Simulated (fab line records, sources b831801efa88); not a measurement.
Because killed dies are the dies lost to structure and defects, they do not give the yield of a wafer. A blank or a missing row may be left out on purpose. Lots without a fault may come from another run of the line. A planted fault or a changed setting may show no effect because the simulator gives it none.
fab line records -- flow sky130
record: lots: 7, wafers: 21, last_day: 49
route steps=708 shown NWELL@82 PWDE@84 VT_ADJUST_HVTP@85 VT_ADJUST_LVTN@97 PAD_OPEN@708
lots that met no fault: from a run of the same line without faults
start_h: the number of hours between the record's first day and the start of the first shown wafer of the lot -- wait_h: time in hours since the lot's previous step -- " identical to the entry in the row above -- L1.1+2: several wafers, shown together as one row -- - no value, or no start given -- * or withheld: withheld -- < > ~ a bound
route shown NAME@n: a module of which the file shows steps, and the number in the route of the first -- usual: average and standard deviation across the fault-free wafers -- same: alike in all rows -- chamber/n: place in a boat -- sites: each site's reading -- _std_site: their standard deviation -- _edge_site: mean of outer sites minus mean of inner sites -- radius_mm: for every site, how far away it sits from the centre of the wafer -- mask NAME#n: copy n -- behind: tool/chamber where the wafer was last shaped -- hold: cause of the lot's hold/its duration in hours/its outcome -- device: names the non-switching transistor (n, p or np) -- end of line: at the end of the route, the tests of the same wafers -- step lacking rows: just its recipe -- killed: the dies lost at the first sort to structure and to defects; this is not the yield of the wafer -- map: per-die view of a wafer (x killed, . not killed, _ where there is no die)
set.NAME: the run value of the setting; set.NAME@STEP: its run value at that earlier step -- model.NAME: the simulator's own value behind a step, which no gauge read
lots at some steps of the route; a table a step, a row a wafer
services: a tool's chamber out of use, with start hour (start_h, from the record's first day; less than 0 if before it), hours out, and reason
== steps ==
step: SKY_NWELL_RS_MEAS_29
recipe: thk_meas_gauge: four-point-probe
usual: NWELL_RS: 625.0/1.6
lot.wafer,tool,chamber,start_h,wait_h,NWELL_RS[ohm/sq]
L852.4,film_metro-03,-,101.29,0.1,625.2
L852.5,film_metro-03,-,101.29,0.1,626.2
L852.6,film_metro-03,-,101.29,0.1,624.0
L855.1,film_metro-04,-,144.16,0.1,621.1
L855.2,film_metro-04,-,144.16,0.1,622.5
L855.6,film_metro-04,-,144.16,0.1,621.9
L864.3,film_metro-03,-,179.95,0.1,622.7
L864.4,film_metro-03,-,179.95,0.1,626.8
L864.5,film_metro-03,-,179.95,0.1,625.2
L866.2,film_metro-02,-,188.78,0.1,626.5
L866.5,film_metro-02,-,188.78,0.1,626.2
L866.6,film_metro-02,-,188.78,0.1,624.3
L867.2,film_metro-03,-,198.14,0.1,625.9
L867.3,film_metro-03,-,198.14,0.1,624.6
L867.4,film_metro-03,-,198.14,0.1,626.1
L870.2,film_metro-03,-,212.80,0.1,623.3
L870.4,film_metro-03,-,212.80,0.1,624.5
L870.5,film_metro-03,-,212.80,0.1,622.8
L872.3,film_metro-04,-,229.87,0.1,625.1
L872.4,film_metro-04,-,229.87,0.1,623.1
L872.5,film_metro-04,-,229.87,0.1,625.2
step: SKY_NWELL_RS_MEAS_31
recipe: thk_meas_gauge: four-point-probe
usual: PWDE_RS: 5273/21
lot.wafer,tool,chamber,start_h,wait_h,PWDE_RS[ohm/sq]
L852.4,film_metro-03,-,101.53,0.1,5265
L852.5,film_metro-03,-,101.53,0.1,5285
L852.6,film_metro-03,-,101.53,0.1,5258
L855.1,film_metro-04,-,144.40,0.1,5277
L855.2,film_metro-04,-,144.40,0.1,5265
L855.6,film_metro-04,-,144.40,0.1,5267
L864.3,film_metro-03,-,180.19,0.1,5274
L864.4,film_metro-03,-,180.19,0.1,5256
L864.5,film_metro-03,-,180.19,0.1,5258
L866.2,film_metro-02,-,189.02,0.1,5291
L866.5,film_metro-02,-,189.02,0.1,5287
L866.6,film_metro-02,-,189.02,0.1,5299
L867.2,film_metro-03,-,198.38,0.1,5272
L867.3,film_metro-03,-,198.38,0.1,5281
L867.4,film_metro-03,-,198.38,0.1,5294
L870.2,film_metro-03,-,213.04,0.1,5282
L870.4,film_metro-03,-,213.04,0.1,5295
L870.5,film_metro-03,-,213.04,0.1,5295
L872.3,film_metro-04,-,230.11,0.1,5261
L872.4,film_metro-04,-,230.11,0.1,5257
L872.5,film_metro-04,-,230.11,0.1,5254
step: SKY_VT_ADJUST_HVTP_DEHYDRATE_00
recipe: temp_c: 200, time_s: 60
step: SKY_VT_ADJUST_HVTP_HMDS_01
recipe: prime_time_s: 60, prime_temp_c: 120
step: SKY_VT_ADJUST_HVTP_COAT_02
recipe: resist: NOVOLAK, spin_rpm: 3000, resist_thk_nm: 1140
step: SKY_VT_ADJUST_HVTP_SOFTBAKE_03
recipe: temp_c: 90, time_s: 60, resist: NOVOLAK
step: SKY_VT_ADJUST_HVTP_EXPOSE_04
recipe: mask_id: HVTPM, na: 0.6, source_shape: conventional, sigma_outer: 0.6, polarization: unpolarized, target_cd_nm: 380, dose_mj: 140
step: SKY_VT_ADJUST_HVTP_PEB_05
recipe: temp_c: withheld, time_s: *, resist: NOVOLAK
step: SKY_VT_ADJUST_HVTP_DEVELOP_06
recipe: resist: NOVOLAK, developer: TMAH, develop_time_s: 60, dev_temp_c: 24.21
step: SKY_VT_ADJUST_HVTP_CD_MEAS_07
recipe: target_cd_nm: 380
usual: cd_nm: 379.8/2.2
lot.wafer,tool,chamber,start_h,wait_h,cd_nm
L852.4,cd_sem-01,-,118.73,0.1,380.2
L852.5,cd_sem-01,-,118.73,0.1,376.0
L852.6,cd_sem-01,-,118.73,0.1,379.4
L855.1,cd_sem-02,-,162.22,0.1,379.7
L855.2,cd_sem-02,-,162.22,0.1,379.5
L855.6,cd_sem-02,-,162.22,0.1,382.9
L864.3,cd_sem-01,-,201.59,0.1,377.6
L864.4,cd_sem-01,-,201.59,0.1,378.6
L864.5,cd_sem-01,-,201.59,0.1,378.7
L866.2,cd_sem-01,-,210.92,0.1,378.3
L866.5,cd_sem-01,-,210.92,0.1,376.4
L866.6,cd_sem-01,-,210.92,0.1,377.3
L867.2,cd_sem-01,-,220.79,0.1,381.4
L867.3,cd_sem-01,-,220.79,0.1,378.5
L867.4,cd_sem-01,-,220.79,0.1,379.3
L870.2,cd_sem-01,-,235.20,0.1,382.8
L870.4,cd_sem-01,-,235.20,0.1,382.5
L870.5,cd_sem-01,-,235.20,0.1,382.6
L872.3,cd_sem-02,-,252.44,0.1,379.3
L872.4,cd_sem-02,-,252.44,0.1,381.3
L872.5,cd_sem-02,-,252.44,0.1,380.3
step: SKY_VT_ADJUST_HVTP_OVL_MEAS_08
usual: VT_ADJUST_HVTP_OVL: -0.7/1.6
lot.wafer,tool,chamber,start_h,wait_h,VT_ADJUST_HVTP_OVL[nm]
L852.4,overlay-01,-,118.81,0.1,-2.5
L852.5,overlay-01,-,118.81,0.1,-3.0
L852.6,overlay-01,-,118.81,0.1,-1.6
L855.1,overlay-02,-,162.34,0.1,-0.7
L855.2,overlay-02,-,162.34,0.1,0.6
L855.6,overlay-02,-,162.34,0.1,0.4
L864.3,overlay-02,-,201.68,0.1,3.2
L864.4,overlay-02,-,201.68,0.1,0.8
L864.5,overlay-02,-,201.68,0.1,2.5
L866.2,overlay-02,-,211.02,0.1,-2.1
L866.5,overlay-02,-,211.02,0.1,-0.5
L866.6,overlay-02,-,211.02,0.1,-2.1
L867.2,overlay-01,-,220.90,0.1,-2.5
L867.3,overlay-01,-,220.90,0.1,-1.6
L867.4,overlay-01,-,220.90,0.1,-0.3
L870.2,overlay-01,-,235.31,0.1,-1.6
L870.4,overlay-01,-,235.31,0.1,-1.5
L870.5,overlay-01,-,235.31,0.1,-1.5
L872.3,overlay-02,-,252.53,0.1,-3.1
L872.4,overlay-02,-,252.53,0.1,-3.8
L872.5,overlay-02,-,252.53,0.1,-3.0
step: SKY_VT_ADJUST_HVTP_IMPLANT_09
recipe: species: As, energy_kev: 150, dose_cm2: 4.3e+12, tilt_deg: withheld
usual: dose_ions_cm2: 4.3e+12/4.5e+09, faraday_current_uA: 24.2/0.53
lot.wafer,tool,chamber,start_h,wait_h,dose_ions_cm2,faraday_current_uA
L852.4,implanter-03,0,118.90,0.1,4.3e+12,23.6
L852.5,implanter-03,0,118.90,0.1,4.299e+12,25.1
L852.6,implanter-03,0,118.90,0.1,4.303e+12,25.0
L855.1,implanter-01,0,162.38,0.0,4.296e+12,24.5
L855.2,implanter-01,0,162.38,0.0,4.296e+12,24.1
L855.6,implanter-01,0,162.38,0.0,4.303e+12,24.0
L864.3,implanter-03,0,201.75,0.1,3.875e+12,22.3
L864.4,implanter-03,0,201.75,0.1,3.869e+12,20.8
L864.5,implanter-03,0,201.75,0.1,3.864e+12,21.0
L866.2,implanter-03,0,211.08,0.0,3.88e+12,22.2
L866.5,implanter-03,0,211.08,0.0,3.878e+12,22.0
L866.6,implanter-03,0,211.08,0.0,3.878e+12,22.5
L867.2,implanter-03,0,220.95,0.0,3.869e+12,22.4
L867.3,implanter-03,0,220.95,0.0,3.869e+12,21.1
L867.4,implanter-03,0,220.95,0.0,3.869e+12,22.4
L870.2,implanter-01,0,235.39,0.1,4.305e+12,24.7
L870.4,implanter-01,0,235.39,0.1,4.295e+12,23.7
L870.5,implanter-01,0,235.39,0.1,4.3e+12,24.0
L872.3,implanter-01,0,252.60,0.1,4.303e+12,22.6
L872.4,implanter-01,0,252.60,0.1,4.302e+12,24.3
L872.5,implanter-01,0,252.60,0.1,4.302e+12,24.9
step: SKY_VT_ADJUST_HVTP_STRIP_10
recipe: chemistry: O2/N2, power_w: 1400, pressure_mtorr: 1500, platen_temp_c: withheld, o2_flow_sccm: 3000, n2_flow_sccm: 300, overash_fraction: 0.5
usual: drypump_motor_current_A: 5.5/0.6, oes_product_au: 0.716/0.0045, strip_time_to_endpoint_s: 14.21/0.035
lot.wafer,tool,chamber,start_h,wait_h,drypump_motor_current_A,oes_product_au,rf_hours_counter_h,strip_time_to_endpoint_s
L852.4,plasma_asher-02,0,119.01,0.1,5.9,0.719,-,14.22
L852.5,plasma_asher-02,1,119.01,0.1,6.4,0.718,-,14.27
L852.6,plasma_asher-02,0,119.01,0.1,5.9,0.720,-,14.26
L855.1,plasma_asher-01,0,162.53,0.1,6.0,0.721,48,14.18
L855.2,plasma_asher-01,1,162.53,0.1,4.9,0.705,48,14.20
L855.6,plasma_asher-01,1,162.53,0.1,4.9,0.722,-,14.12
L864.3,plasma_asher-02,0,201.89,0.1,5.9,0.711,-,14.20
L864.4,plasma_asher-02,1,201.89,0.1,6.4,0.712,-,14.23
L864.5,plasma_asher-02,1,201.89,0.1,6.4,0.717,-,14.17
L866.2,plasma_asher-03,1,211.20,0.1,4.9,0.719,9,14.21
L866.5,plasma_asher-03,0,211.20,0.1,4.9,0.715,-,14.24
L866.6,plasma_asher-03,1,211.20,0.1,4.9,0.716,-,14.24
L867.2,plasma_asher-02,1,221.08,0.1,6.4,0.716,40,14.24
L867.3,plasma_asher-02,1,221.08,0.1,6.4,0.716,-,14.21
L867.4,plasma_asher-02,0,221.08,0.1,5.8,0.713,-,14.19
L870.2,plasma_asher-01,1,235.52,0.1,5.0,0.723,54,14.23
L870.4,plasma_asher-01,0,235.52,0.1,6.0,0.721,-,14.23
L870.5,plasma_asher-01,1,235.52,0.1,5.0,0.715,-,14.26
L872.3,plasma_asher-03,1,252.74,0.1,4.9,0.715,-,14.23
L872.4,plasma_asher-03,0,252.74,0.1,4.9,0.710,-,14.23
L872.5,plasma_asher-03,0,252.74,0.1,4.9,0.713,-,14.17
step: SKY_VT_ADJUST_HVTP_TW_MEAS_11
usual: VT_ADJUST_HVTP_TW: 1363/8.7
lot.wafer,tool,chamber,start_h,wait_h,VT_ADJUST_HVTP_TW
L852.4,film_metro-02,-,119.11,0.1,1353
L852.5,film_metro-02,-,119.11,0.1,1355
L852.6,film_metro-02,-,119.11,0.1,1357
L855.1,film_metro-01,-,162.63,0.1,1351
L855.2,film_metro-01,-,162.63,0.1,1353
L855.6,film_metro-01,-,162.63,0.1,1351
L864.3,film_metro-02,-,201.97,0.1,1326
L864.4,film_metro-02,-,201.97,0.1,1331
L864.5,film_metro-02,-,201.97,0.1,1327
L866.2,film_metro-02,-,211.31,0.1,1331
L866.5,film_metro-02,-,211.31,0.1,1321
L866.6,film_metro-02,-,211.31,0.1,1326
L867.2,film_metro-02,-,221.19,0.1,1321
L867.3,film_metro-02,-,221.19,0.1,1316
L867.4,film_metro-02,-,221.19,0.1,1315
L870.2,film_metro-01,-,235.67,0.1,1353
L870.4,film_metro-01,-,235.67,0.1,1352
L870.5,film_metro-01,-,235.67,0.1,1354
L872.3,film_metro-04,-,252.82,0.1,1364
L872.4,film_metro-04,-,252.82,0.1,1362
L872.5,film_metro-04,-,252.82,0.1,1363
step: SKY_VT_ADJUST_LVTN_DEHYDRATE_00
recipe: temp_c: 200, time_s: 60
step: SKY_PAD_OPEN_PROBE_99
usual: killed_at_M0_to_M3: 44/7.2, killed_at_M4_up: 3.2/1.8, killed_at_contacts: 24/5.4, killed_at_front_end: 15/4, killed_at_other: 0.3/0.56, killed_dies: 87/9.2, killed_open: 47/7.3, killed_short: 39/5.7
same: gross_dies: 492, killed_at_back_side: 0
lot.wafer,tool,chamber,start_h,wait_h,killed_at_M0_to_M3,killed_at_M4_up,killed_at_contacts,killed_at_front_end,killed_at_other,killed_dies,killed_open,killed_short,model.etest.tip_p.rs_ohm_sq,model.etest.pfet_01v8.drive_ua_um,model.etest.pfet_01v8_mvt.drive_ua_um,model.etest.pfet_01v8_mvt.off_log10_a_um,model.etest.pfet_01v8.off_log10_a_um,model.etest.sram_pfet_latch.off_log10_a_um,model.etest.pfet_01v8_hvt.off_log10_a_um,model.etest.pfet_01v8_mvt.vt_sat_v
L852.4,prober-02,-,1067.25,0.2,48,4,33,11,0,96,63,32,6811,196.2,153.3,-10.16,-9.304,-12.68,-12.93,-0.5248
L852.5,prober-02,-,1067.30,0.2,42,1,16,11,1,71,43,28,6854,197.8,157.7,-10.16,-8.972,-12.13,-12.85,-0.5221
L852.6,prober-02,-,1067.35,0.2,42,3,23,13,0,81,49,32,6853,197.3,156.2,-10.11,-9.257,-12.61,-12.97,-0.5268
L855.1,prober-01,-,1113.09,0.1,38,4,25,17,0,84,43,41,6801,189,153.1,-10.46,-9.598,-12.72,-13.1,-0.5398
L855.2,prober-01,-,1113.14,0.1,47,1,32,18,0,98,56,41,6874,187.5,150.4,-10.43,-10.06,-12.93,-13.3,-0.5555
L855.6,prober-01,-,1113.34,0.2,48,3,20,15,0,86,51,35,6882,189.9,153.2,-10.54,-9.835,-13.09,-13.33,-0.5466
L864.3,prober-01,-,1147.67,0.2,47,6,28,12,0,93,56,37,6649,203.9,164.9,-9.248,-8.723,-12,-12.66,-0.4535
L864.4,prober-01,-,1147.72,0.2,42,5,29,14,0,90,42,47,6644,207.2,165.7,-9.451,-8.548,-12.06,-12.54,-0.4333
L864.5,prober-01,-,1147.77,0.2,44,2,28,18,0,92,46,44,6583,207.2,164.5,-9.253,-8.582,-11.83,-12.57,-0.4403
L866.2,prober-02,-,1158.62,0.1,44,5,22,20,0,91,50,40,6555,211.7,170.5,-9.157,-8.598,-12.26,-12.51,-0.4146
L866.5,prober-02,-,1158.77,0.2,41,4,35,20,0,100,53,45,6456,217.9,174.1,-8.894,-8.461,-12.03,-12.44,-0.3881
L866.6,prober-02,-,1158.82,0.2,37,1,26,17,0,81,41,38,6470,218.3,175.8,-8.909,-8.407,-11.67,-12.56,-0.3864
L867.2,prober-01,-,1161.34,0.1,43,5,26,18,0,92,47,45,6562,205.2,165.4,-9.402,-8.919,-12.45,-12.79,-0.4515
L867.3,prober-01,-,1161.39,0.2,38,8,18,17,0,81,52,29,6523,198.4,162.5,-9.426,-9.091,-12.58,-12.96,-0.4543
L867.4,prober-01,-,1161.44,0.2,50,5,19,16,1,91,46,44,6516,200.5,162.9,-9.395,-8.982,-12.68,-12.83,-0.4535
L870.2,prober-02,-,1173.82,0.1,48,2,25,12,0,87,53,34,6738,196.3,157.1,-10.22,-9.538,-12.74,-13.18,-0.522
L870.4,prober-02,-,1173.92,0.2,41,1,19,18,0,79,40,39,6720,196.7,157.8,-9.981,-9.151,-12.74,-12.88,-0.513
L870.5,prober-02,-,1173.97,0.2,50,3,27,10,0,90,46,44,6783,192.7,156.9,-9.924,-9.769,-13.04,-13.21,-0.5175
L872.3,prober-02,-,1187.48,0.2,37,1,24,21,0,83,47,36,6821,192.4,154,-10.28,-9.251,-12.78,-13.12,-0.5354
L872.4,prober-02,-,1187.53,0.2,31,2,18,29,0,80,48,31,6921,189.1,151.6,-10.4,-9.654,-12.89,-13.09,-0.5424
L872.5,prober-02,-,1187.58,0.2,39,3,19,18,1,80,49,31,6820,185.2,150,-10.38,-9.796,-13.18,-13.28,-0.5523
killed by level:class
L852.4 CONTACT:geometric_particle:open=14 LI_CONTACT:geometric_particle:open=13 VIA3:geometric_particle:open=9 VIA1:geometric_particle:open=8 METAL2:geometric_particle:short=7 VIA2:geometric_particle:open=6 VIA1:geometric_particle:short=6 LOCAL_INTERCONNECT:geometric_particle:short=5
L852.5 VIA1:geometric_particle:open=12 VIA3:geometric_particle:open=8 LI_CONTACT:geometric_particle:open=7 METAL2:geometric_particle:short=5 POLY_GATE:geometric_particle:open=4 CONTACT:geometric_particle:open=4 METAL1:geometric_particle:short=4 VIA1:geometric_particle:short=4
L852.6 VIA1:geometric_particle:open=10 CONTACT:geometric_particle:open=8 LI_CONTACT:geometric_particle:open=7 VIA2:geometric_particle:open=7 VIA3:geometric_particle:open=6 FIELD_ISO:geometric_particle:open=5 METAL1:geometric_particle:short=5 VIA1:geometric_particle:short=5
L855.1 CONTACT:geometric_particle:open=9 METAL2:geometric_particle:short=9 LI_CONTACT:geometric_particle:open=8 VIA1:geometric_particle:open=8 METAL1:geometric_particle:short=6 FIELD_ISO:geometric_particle:short=5 POLY_GATE:geometric_particle:open=5 CONTACT:geometric_particle:short=4
L855.2 CONTACT:geometric_particle:open=11 VIA1:geometric_particle:open=9 VIA2:geometric_particle:open=9 LI_CONTACT:geometric_particle:open=8 FIELD_ISO:geometric_particle:short=7 LI_CONTACT:geometric_particle:short=5 VIA1:geometric_particle:short=5 METAL1:geometric_particle:short=4
L855.6 VIA1:geometric_particle:open=11 CONTACT:geometric_particle:open=9 FIELD_ISO:geometric_particle:open=7 VIA3:geometric_particle:open=7 VIA1:geometric_particle:short=6 VIA2:geometric_particle:open=5 LOCAL_INTERCONNECT:geometric_particle:short=4 METAL1:geometric_particle:short=4
L864.3 VIA1:geometric_particle:open=14 CONTACT:geometric_particle:open=9 LI_CONTACT:geometric_particle:open=8 VIA2:geometric_particle:open=8 METAL2:geometric_particle:short=8 POLY_GATE:geometric_particle:open=5 LOCAL_INTERCONNECT:geometric_particle:short=5 VIA3:geometric_particle:open=5
L864.4 LI_CONTACT:geometric_particle:open=9 VIA1:geometric_particle:open=9 LOCAL_INTERCONNECT:geometric_particle:short=8 VIA3:geometric_particle:short=7 CONTACT:geometric_particle:open=7 VIA1:geometric_particle:short=7 FIELD_ISO:geometric_particle:short=5 METAL4:geometric_particle:short=5
L864.5 VIA1:geometric_particle:open=17 CONTACT:geometric_particle:short=7 CONTACT:geometric_particle:open=6 FIELD_ISO:geometric_particle:open=5 METAL2:geometric_particle:short=5 LOCAL_INTERCONNECT:geometric_particle:short=5 LI_CONTACT:geometric_particle:short=4 LI_CONTACT:geometric_particle:open=4
L866.2 VIA1:geometric_particle:open=14 VIA2:geometric_particle:open=8 LI_CONTACT:geometric_particle:open=6 FIELD_ISO:geometric_particle:open=5 CONTACT:geometric_particle:open=5 METAL1:geometric_particle:short=5 VIA1:geometric_particle:short=5 FIELD_ISO:geometric_particle:short=4
L866.5 LI_CONTACT:geometric_particle:open=11 VIA1:geometric_particle:open=11 CONTACT:geometric_particle:open=9 CONTACT:geometric_particle:short=8 METAL1:geometric_particle:short=6 VIA3:geometric_particle:short=6 FIELD_ISO:geometric_particle:short=5 POLY_GATE:geometric_particle:open=5
L866.6 LI_CONTACT:geometric_particle:open=9 VIA1:geometric_particle:open=9 POLY_GATE:geometric_particle:short=8 CONTACT:geometric_particle:short=6 CONTACT:geometric_particle:open=6 METAL2:geometric_particle:short=5 VIA2:geometric_particle:open=5 VIA3:geometric_particle:short=4
L867.2 LI_CONTACT:geometric_particle:open=9 METAL1:geometric_particle:short=8 VIA2:geometric_particle:open=7 CONTACT:geometric_particle:short=6 VIA3:geometric_particle:open=6 CONTACT:geometric_particle:open=5 VIA1:geometric_particle:open=5 VIA3:geometric_particle:short=5
L867.3 CONTACT:geometric_particle:open=9 VIA1:geometric_particle:open=9 METAL1:geometric_particle:open=6 LI_CONTACT:geometric_particle:open=5 METAL4:geometric_particle:short=5 VIA3:geometric_particle:open=5 FIELD_ISO:geometric_particle:short=4 VIA1:geometric_particle:short=4
L867.4 VIA1:geometric_particle:open=18 METAL1:geometric_particle:short=7 POLY_GATE:geometric_particle:short=6 CONTACT:geometric_particle:open=6 VIA2:geometric_particle:open=5 METAL2:geometric_particle:short=5 POLY_GATE:geometric_particle:open=4 LOCAL_INTERCONNECT:geometric_particle:short=4
L870.2 VIA1:geometric_particle:open=14 CONTACT:geometric_particle:open=10 FIELD_ISO:geometric_particle:open=6 CONTACT:geometric_particle:short=6 VIA1:geometric_particle:short=6 VIA3:geometric_particle:open=6 LI_CONTACT:geometric_particle:open=5 VIA2:geometric_particle:open=5
L870.4 VIA1:geometric_particle:short=8 CONTACT:geometric_particle:open=8 VIA2:geometric_particle:open=7 CONTACT:geometric_particle:short=6 POLY_GATE:geometric_particle:open=5 VIA1:geometric_particle:open=5 METAL2:geometric_particle:short=5 VIA3:geometric_particle:open=5
L870.5 VIA2:geometric_particle:open=11 VIA1:geometric_particle:open=9 CONTACT:geometric_particle:short=7 VIA3:geometric_particle:open=7 LOCAL_INTERCONNECT:geometric_particle:short=6 CONTACT:geometric_particle:open=6 METAL1:geometric_particle:short=5 LI_CONTACT:geometric_particle:open=4
L872.3 CONTACT:geometric_particle:open=10 VIA2:geometric_particle:open=8 VIA1:geometric_particle:open=6 FIELD_ISO:geometric_particle:open=5 FIELD_ISO:geometric_particle:short=5 POLY_GATE:geometric_particle:short=5 POLY_GATE:geometric_particle:open=5 CONTACT:geometric_particle:short=5
L872.4 POLY_GATE:geometric_particle:open=10 LI_CONTACT:geometric_particle:open=9 FIELD_ISO:geometric_particle:open=8 VIA2:geometric_particle:open=5 POLY_GATE:geometric_particle:short=5 VIA3:geometric_particle:open=5 VIA1:geometric_particle:open=5 METAL2:geometric_particle:short=5
L872.5 VIA1:geometric_particle:open=10 FIELD_ISO:geometric_particle:open=7 VIA2:geometric_particle:open=6 CONTACT:geometric_particle:open=6 LI_CONTACT:geometric_particle:open=5 VIA1:geometric_particle:short=5 FIELD_ISO:geometric_particle:short=4 METAL1:geometric_particle:short=4
== services ==
tool,chamber,start_h,hours,kind
implanter-01,-,104.05,3.2,repair
implanter-03,-,107.35,5.1,pm
plasma_asher-03,-,108.75,9.0,pm
plasma_asher-03,0,108.75,9.0,vent_cycle
plasma_asher-03,1,108.75,9.0,vent_cycle
plasma_asher-02,-,110.28,2.8,pm
plasma_asher-03,0,117.75,-,clean
plasma_asher-03,1,117.75,-,clean
implanter-01,-,126.21,1.3,repair
plasma_asher-01,-,163.85,1.7,repair
plasma_asher-02,-,184.35,0.9,repair
implanter-01,-,201.30,1.9,repair
implanter-01,-,218.01,3.5,repair
plasma_asher-03,-,239.85,1.7,repair
== key ==
first_sign: step: SKY_VT_ADJUST_HVTP_IMPLANT_09, reading: dose_ions_cm2, direction: down, sigmas: 95, usual: *, struck: *
effect: step: SKY_VT_ADJUST_HVTP_IMPLANT_09, reading: faraday_current_uA, direction: down, sigmas: 4.5, usual: 24.2, struck: 21.9
effect: step: SKY_VT_ADJUST_HVTP_TW_MEAS_11, reading: VT_ADJUST_HVTP_TW, direction: down, sigmas: 4.5, usual: 1363, struck: 1324
model_effect: step: SKY_PAD_OPEN_PROBE_99, value: etest.tip_p.rs_ohm_sq, without: 6801, struck: 6551
met_at SKY_VT_ADJUST_HVTP_IMPLANT_09
struck_wafers L864.3,L864.4,L864.5,L866.2,L866.5,L866.6,L867.2,L867.3,L867.4
tester_left_out L864,L866,L867
onset_between 118.90 201.75
fault: kind: process_parameter_drift, tool: implanter-03, chamber: -, onset_h: 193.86, steps: SKY_VT_ADJUST_HVTP_IMPLANT_09, channel: dose_cm2, offset: *, shape: step, end_h: 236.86, acts_in: *, stated: *
tester_left_out: of these lots the tester's yield and bins aren't shown, on N5 and GAA mostly nor the transistor test; their killed dies are dies lost to structure and defects alone, not to doping, threshold or leakage, so they don't give the yield
